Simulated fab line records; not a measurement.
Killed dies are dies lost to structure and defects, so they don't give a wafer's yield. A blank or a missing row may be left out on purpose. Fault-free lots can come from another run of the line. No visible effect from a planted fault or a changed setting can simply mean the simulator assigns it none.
Comparing a struck lot with a sound one || flow sfq-line || 28 steps out of a route of 325
Sound: wafers L427.3, L427.4, L427.5. Struck: wafer L439.3 (left out: L439.4, a lot-mate that was not struck); the cause follows at the end.
Each step with rows lists, per side, the tool, then ch with its chambers, then its first start. Under that, the readings that differ: sound wafers || struck wafers || difference of the means || sigmas: that difference in standard deviations of wafers without a fault.
alike: same words and numbers on both sides, and readings whose means sit less than 2 such deviations apart. not compared: any withheld reading, any reading some wafer has no value for, any bound like >300 that may hide the same value, and any number with overlapping values for which the record gives no deviation.
Wherever a step has rows on one side only, a row that says differs or no value, or a row with sigmas, the two part there. Numbers that have no deviation but don't overlap get no sigmas and don't part them. Lack of a reading on every wafer of one side parts them only where that side has two or more wafers.

first, 6 steps without rows for these wafers: SFQ_TRILAYER_M6_LITHO_COAT_164 (resist thk 62 nm); SFQ_TRILAYER_M6_LITHO_COAT_159 (resist thk 600 nm); SFQ_TRILAYER_M6_LITHO_SOFTBAKE_163; SFQ_TRILAYER_M6_LITHO_EXPOSE_160 (exposes mask M6, target cd 500 nm); SFQ_TRILAYER_M6_LITHO_PEB_162 (peb time 60 s); SFQ_TRILAYER_M6_LITHO_DEVELOP_161 (time 60 s).
SFQ_M6_OVL_MEAS_940:
  sound on overlay-02 at day 74 17:35; struck on overlay-02 at day 78 07:23
  alike: M6_OVL
SFQ_TRILAYER_M6_BARC_OPEN_METAL_ETCH_206: etches BARC in O2, target depth 125 nm, time 41.7 s.
  sound on rie-metal-03 ch 0,1, day 74 17:37; struck on rie-metal-02 ch 0, day 78 07:26
  alike: drypump-motor-current-A, oes-product-au
  not compared: rf-hours-counter-h
SFQ_TRILAYER_M6_ETCH_METAL_ETCH_162: etches Nb in Cl2/Ar, stops on SiO2, target depth 240 nm, time 120 s.
  sound on rie-metal-03 ch 0,1, day 74 17:43; struck on rie-metal-02 ch 0, day 78 07:31
  alike: drypump-motor-current-A, oes-product-au
  not compared: rf-hours-counter-h
then, 2 steps without rows for these wafers: SFQ_TRILAYER_M6_STRIP_STRIP_163 (strips in O2); SFQ_TRILAYER_M6_STRIP_SOLV_CLEAN_164 (cleans in NMP, time 600 s).
SFQ_TRILAYER_I6_DEP_PECVD_165: deposits SiO2 from SiH4/N2O, time 111.11 s, target thk 500 nm.
  sound on pecvd-02 ch 0,1,2, day 74 18:34; struck on pecvd-01 ch 2, day 78 08:22
  alike: heater-power-w, throttle-valve-pct
SFQ_TRILAYER_I6_CMP_CMP_166: polishes SiO2.
  sound on cmp-02 ch 0,1,3, day 74 19:08; struck on cmp-02 ch 1, day 78 12:26
{"reading": "time-to-endpoint-s (s)", "sound": "190 202 198", "struck": 174, "difference": -23, "sigmas": -2}
{"reading": "model.SiO2_of_TRILAYER_I6_DEP_PECVD_165.thk-nm (nm)", "sound": "197.1 198.3 197.7", "struck": 247.9, "difference": "+50.2", "sigmas": ""}
  alike: motor-current-A, platen-rpm
SFQ_I6_BOW_MEAS_941:
  sound on film-metro-02 at day 74 21:41; struck on film-metro-02 at day 78 16:17
  not compared: I6_BOW
SFQ_TRILAYER_I6_METRO_MEASURE_167:
  sound on film-metro-02 at day 74 22:10; struck on film-metro-02 at day 78 22:39
{"reading": "thk-nm (nm)", "sound": "197.0 198.4 197.7", "struck": 247.8, "difference": "+50.1", "sigmas": "+31"}
then, 6 steps without rows for these wafers: SFQ_TRILAYER_I6_VIA_LITHO_COAT_174 (resist thk 62 nm); SFQ_TRILAYER_I6_VIA_LITHO_COAT_169 (resist thk 650 nm); SFQ_TRILAYER_I6_VIA_LITHO_SOFTBAKE_173; SFQ_TRILAYER_I6_VIA_LITHO_EXPOSE_170 (exposes mask I6, target cd 700 nm); SFQ_TRILAYER_I6_VIA_LITHO_PEB_172 (peb time 60 s); SFQ_TRILAYER_I6_VIA_LITHO_DEVELOP_171 (time 60 s).
-- the record jumps here: 4 days lie between the struck wafers' starts before and after --
SFQ_I6_OVL_MEAS_942:
  sound on overlay-01 at day 77 11:50; struck on overlay-02 at day 82 21:12
  alike: I6_OVL
SFQ_TRILAYER_I6_VIA_BARC_OPEN_VIA_ETCH_235: etches BARC in O2, target depth 125 nm, time 41.7 s.
  sound on rie-diel-01 ch 1,2,3, day 77 11:51; struck on rie-diel-04 ch 0, day 82 21:14
  alike: drypump-motor-current-A, oes-product-au
  not compared: rf-hours-counter-h
SFQ_TRILAYER_I6_VIA_ETCH_VIA_ETCH_172: etches SiO2 in CHF3, stops on Nb, target depth 260 nm.
  sound on rie-diel-01 ch 1,2,3, day 77 11:53; struck on rie-diel-04 ch 0, day 82 21:16
{"reading": "oes-product-au (a.u.)", "sound": "0.845 0.849 0.845", "struck": 0.966, "difference": "+0.120", "sigmas": "+20"}
{"reading": "model.etch.depth-nm (nm)", "sound": "197.1 198.3 197.7", "struck": 247.9, "difference": "+50.2", "sigmas": ""}
{"reading": "model.I6.feature-depth-nm (nm)", "sound": "197.1 198.3 197.7", "struck": 247.9, "difference": "+50.2", "sigmas": ""}
  alike: drypump-motor-current-A
SFQ_TRILAYER_I6_VIA_STRIP_STRIP_173: strips in O2.
  sound on rie-metal-04 ch 1, day 77 12:25; struck on rie-metal-04 ch 1, day 82 21:35
  alike: drypump-motor-current-A, oes-product-au
  not compared: rf-hours-counter-h
then, 1 step without rows for these wafers: SFQ_TRILAYER_I6_VIA_STRIP_SOLV_CLEAN_174 (cleans in NMP, time 600 s).
SFQ_TRILAYER_M7_DEP_PRE_CLEAN_176: time 22.5 s.
  sound on pvd-sputter-04 at day 77 13:23; struck on pvd-sputter-04 at day 82 22:10
{"reading": "model.SiO2_of_TRILAYER_I6_DEP_PECVD_165.thk-nm (nm)", "sound": "189.6 190.8 190.2", "struck": 240.4, "difference": "+50.2", "sigmas": ""}
then, 1 step without rows for these wafers: SFQ_TRILAYER_M7_DEP_SPUTTER_175 (material Nb, target thk 200 nm, time 133.3 s).

WHERE THEY PART
First at SFQ_TRILAYER_I6_CMP_CMP_166; last, within this record, at SFQ_TRILAYER_I6_VIA_ETCH_VIA_ETCH_172. Later steps at which nothing parts them and some readings are alike: SFQ_TRILAYER_I6_VIA_STRIP_STRIP_173.

WHY: the cause the simulator had injected
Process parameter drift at SFQ_TRILAYER_I6_CMP_CMP_166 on cmp-02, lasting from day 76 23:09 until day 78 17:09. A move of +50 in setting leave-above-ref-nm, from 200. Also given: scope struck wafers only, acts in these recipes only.
